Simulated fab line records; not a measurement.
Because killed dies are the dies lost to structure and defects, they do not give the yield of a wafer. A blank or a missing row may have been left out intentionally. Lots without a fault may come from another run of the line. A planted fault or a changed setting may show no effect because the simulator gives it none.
Struck lot and sound lot, side by side | flow sky130 | 15 steps out of a route of 708
Sound: wafers L563.2, L563.3, L563.5. Struck: wafer L573.6 (left out: L573.2, L573.3 of the same lot, which were not struck); the cause appears at the end.
Each step with rows lists, per side, the tool, then ch with its chambers, then its first start. Under that, the readings that differ: sound wafers | struck wafers | difference of the means | sigmas: that difference in standard deviations of wafers without a fault.
alike: words and numbers the same on both sides, and readings whose means are apart by under 2 such deviations; not compared: readings that were withheld, readings missing a value for some wafer, numbers with overlapping values and no deviation given by the record, and bounds like >300 which may hide the same value.
The two part at a step that has a row with sigmas, a row that says differs or no value, or rows on one side only. When numbers do not overlap yet have no deviation, they are printed without sigmas and do not part them. A reading that every wafer of one side lacks parts them only if that side has two wafers or more.

first, 5 steps without rows for these wafers: SKY_VT_ADJUST_LVTN_COAT_13 (resist thk 1140 nm); SKY_VT_ADJUST_LVTN_SOFTBAKE_14 (time 60 s); SKY_VT_ADJUST_LVTN_EXPOSE_15 (exposes mask HVN STD DERIVED, target cd 600 nm); SKY_VT_ADJUST_LVTN_PEB_16; SKY_VT_ADJUST_LVTN_DEVELOP_17 (develop time 60 s).
SKY_VT_ADJUST_LVTN_OVL_MEAS_18:
  struck on overlay-02, day 11 01:28; sound on overlay-02, day 8 04:36
  alike: VT_ADJUST_LVTN_01_OVL
then, 1 step without rows for these wafers: SKY_VT_ADJUST_LVTN_IMPLANT_19.
SKY_VT_ADJUST_LVTN_STRIP_20: strips in O2/N2.
  sound on plasma asher-03 ch 0,1, day 8 04:47; struck on plasma asher-03 ch 0, day 11 01:39
  alike: drypump motor current A, oes product au, strip time to endpoint s
  not compared: rf hours counter h
SKY_VT_ADJUST_LVTN_TW_MEAS_21:
  struck on film metro-01, day 11 01:46; sound on film metro-01, day 8 04:53
  alike: VT_ADJUST_LVTN_2_TW
then, 3 steps without rows for these wafers: SKY_VT_ADJUST_NCORE_DEHYDRATE_00 (time 60 s); SKY_VT_ADJUST_NCORE_HMDS_01 (prime time 60 s); SKY_VT_ADJUST_NCORE_COAT_02 (resist thk 1140 nm).
SKY_VT_ADJUST_NCORE_SOFTBAKE_03: time 60 s.
  sound on litho track-04 ch 0, day 8 15:19; struck on litho track-03 ch 0, day 11 13:16
  reading                  | sound             | struck | difference | sigmas
  heater power total W (W) | 56.59 56.56 56.58 | 57.28  | +0.70      | +16
  run length s (s)         | 89.18 89.06 89.33 | 86.49  | -2.70      | -12
then, 1 step without rows for these wafers: SKY_VT_ADJUST_NCORE_EXPOSE_04 (exposes mask LVTN COMPLEMENT THIN, target cd 380 nm).
-- a jump in the record: the struck wafers' starts before and after are 37 days apart (it breaks off in module VT_ADJUST_NCORE and resumes in module PAD_OPEN, where the first step shown is number 708 of the route) --
SKY_PAD_OPEN_PROBE_99:
  struck on prober-01, day 48 17:08; sound on prober-02, day 46 00:18
  reading      | sound    | struck | difference | sigmas
  killed short | 44 49 51 | 33     | -15        | -2
  alike: killed_at_M0_to_M3, killed_at_M4_up, killed at contacts, killed at front end, killed at other, killed dies, killed open

== WHERE THEY PART ==
First at SKY_VT_ADJUST_NCORE_SOFTBAKE_03; last, within this record, at SKY_PAD_OPEN_PROBE_99.

WHY: the cause the simulator had injected
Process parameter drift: litho track-03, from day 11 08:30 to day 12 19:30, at SKY_VT_ADJUST_NCORE_SOFTBAKE_03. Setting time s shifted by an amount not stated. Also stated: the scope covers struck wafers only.
